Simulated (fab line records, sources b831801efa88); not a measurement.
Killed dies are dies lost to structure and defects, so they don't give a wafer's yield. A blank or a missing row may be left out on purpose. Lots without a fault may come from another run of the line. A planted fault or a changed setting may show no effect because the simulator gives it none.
A struck lot beside a sound one | flow gf180mcu | 14 steps out of a route of 602
Sound: wafers L450.1, L450.3, L450.5. Struck: wafers L454.1, L454.4, L454.6. The cause comes at the end.
At each step with rows: each side's tool, then ch and its chambers, then its first start. Under that, the readings that differ: sound wafers | struck wafers | difference of the means | sigmas: that difference in standard deviations of wafers without a fault.
alike: readings whose means differ by less than 2 such deviations, and words and numbers that are the same on both sides. not compared: withheld readings, readings that some wafer has no value for, bounds like >300 that may hide the same value, and numbers for which the record gives no deviation and whose values overlap.
The two part at a step that has a row with sigmas, a row that says differs or no value, or rows on one side only. Numbers that don't overlap but have no deviation are shown without sigmas and don't part them. A reading that every wafer of one side lacks parts them only if that side has two wafers or more.

GF_MIM_SPUTTER_04: material TiN, target thk 50 nm, time 41.7 s.
  sound on pvd_sputter-01, day 25 23:28; struck on pvd_sputter-02, day 27 14:58
  alike: throttle_valve_pct
GF_MIM_CVD_05: deposits Si3N4, target thk 42 nm, time 29.086 s.
  sound on pecvd-04 ch 0,1, day 25 23:30; struck on pecvd-02 ch 0,1,2, day 27 15:00
  alike: heater_power_w
GF_MIM_THK_MEAS_06:
  sound on film_metro-03, day 25 23:32; struck on film_metro-01, day 27 15:02
  alike: MIM_CVD_05_THK
GF_MIM_SPUTTER_07: material TiN, target thk 60 nm, time 50 s.
  sound on pvd_sputter-03, day 25 23:35; struck on pvd_sputter-03, day 27 15:05
  alike: throttle_valve_pct
GF_MIM_SPUTTER_08: material AlCu, target thk 200 nm, time 10.93 s.
  sound on pvd_sputter-03, day 25 23:38; struck on pvd_sputter-03, day 27 15:08
  alike: throttle_valve_pct
GF_MIM_SPUTTER_09: material TiN, target thk 35 nm, time 29.2 s.
  sound on pvd_sputter-03, day 25 23:40; struck on pvd_sputter-03, day 27 15:10
  alike: throttle_valve_pct
GF_MIM_RS_MEAS_10: measures by four-point-probe.
  sound on film_metro-01, day 25 23:43; struck on film_metro-03, day 27 15:11
  alike: MIM_ALCU_RS
GF_MIM_THK_MEAS_11: measures by xrf.
  sound on film_metro-01, day 25 23:50; struck on film_metro-03, day 27 15:19
  alike: MIM_ALCU_THK
then, 4 steps without rows for these wafers: GF_MIM_DEHYDRATE_12 (time 60 s); GF_MIM_HMDS_13 (prime time 60 s); GF_MIM_COAT_14 (resist thk 1000 nm); GF_MIM_SOFTBAKE_15 (time 60 s).
GF_MIM_EXPOSE_16: exposes mask FuseTop, target cd 2000 nm.
  sound on iline_stepper-01 ch 0, day 26 10:39; struck on iline_stepper-01, day 28 00:54
  no value came back on the struck wafers for exposure_dose_mJ_cm2, focus_offset_nm (nm); on the sound wafers exposure_dose_mJ_cm2 reads 139.98 140.21 139.99
  alike: mask
then, 1 step without rows for these wafers: GF_MIM_PEB_17.

WHERE THEY PART
Only at GF_MIM_EXPOSE_16, within this record.

WHY: what the simulator had put in
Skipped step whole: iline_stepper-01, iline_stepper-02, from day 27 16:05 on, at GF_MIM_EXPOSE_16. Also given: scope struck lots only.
